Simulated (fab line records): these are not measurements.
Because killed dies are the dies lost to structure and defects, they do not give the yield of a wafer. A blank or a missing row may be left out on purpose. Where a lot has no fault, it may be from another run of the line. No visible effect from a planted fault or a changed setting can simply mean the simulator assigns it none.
One fault through the eyes of 2 desks + flow sky130 + what lay behind the numbers comes last; until then each desk has only its own

FOR THE TOOL OWNER'S DESK: litho_track-04
The tool's own readings at SKY_VT_ADJUST_HVTP_DEVELOP_06 (develop time 60 s): means of the sampled wafers that have a number, for each lot that ran on this tool. Any lot whose mean is over 4 standard deviations away from the usual mean is out of limits and marked OUT; that distance is given in the brackets.
Columns: A = chill_plate_temp_C at SKY_VT_ADJUST_HVTP_DEVELOP_06, usual 23.00 C; B = developer_temp_C at SKY_VT_ADJUST_HVTP_DEVELOP_06, usual 23.00 C
| lot  | first seen here | A     | B                |
|------|-----------------|-------|------------------|
| L847 | day 6 15:47     | 23.02 | 23.18            |
| L856 | day 9 00:58     | 23.04 | 22.88            |
| L861 | day 10 14:07    | 22.98 | 23.96 (+8.0) OUT |
| L862 | day 10 16:20    | 23.16 | 23.89 (+7.4) OUT |
This desk's finding: out of limits on L861, L862; first on L861, day 10 14:07 (developer_temp_C at SKY_VT_ADJUST_HVTP_DEVELOP_06). Within limits: L847, L856.

THE METROLOGY DESK
What the gauges read for every lot (on any tool): the sampled wafers with a number, averaged. Any lot whose mean is over 4 standard deviations away from the usual mean is out of limits and marked OUT; that distance is given in the brackets.
Columns: A = NWELL_2_TW at SKY_NWELL_TW_MEAS_26, usual 497; B = NWELL_RS at SKY_NWELL_RS_MEAS_29, usual 623.8 ohm/sq; C = PWDE_RS at SKY_NWELL_RS_MEAS_31, usual 5179 ohm/sq; D = cd_nm at SKY_VT_ADJUST_HVTP_CD_MEAS_07, usual 379.7 nm
| lot  | first seen here | A   | B     | C    | D     |
|------|-----------------|-----|-------|------|-------|
| L847 | day 5 20:40     | 504 | 622.7 | 5184 | 379.1 |
| L856 | day 8 03:03     | 497 | 625.0 | 5177 | 379.1 |
| L861 | day 9 20:34     | 502 | 623.2 | 5169 | 377.3 |
| L862 | day 9 21:20     | 498 | 624.5 | 5163 | 375.0 |
| L865 | day 10 15:30    | 501 | 624.2 | 5190 | 380.9 |
| L867 | day 10 19:07    | 489 | 623.1 | 5190 | 378.2 |
This desk found nothing out of limits on any of the 6 lots.

TAKEN TOGETHER
At day 10 14:07, on L861, L862, the tool owner's desk was in a position to raise an alarm.
The metrology desk saw nothing out of limits.
The metrology desk has L861, L862 on record, within its limits.
The lots listed all ran SKY_VT_ADJUST_HVTP_DEVELOP_06 on litho_track-04.

WHAT WAS PUT IN BY THE SIMULATOR
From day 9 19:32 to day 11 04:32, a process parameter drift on litho_track-04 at SKY_VT_ADJUST_HVTP_DEVELOP_06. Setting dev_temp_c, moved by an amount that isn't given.
Shown lots that were struck: L861, L862.
How many hours passed from the start of the fault until each desk's first out-of-limits reading: the tool owner's desk, 19.
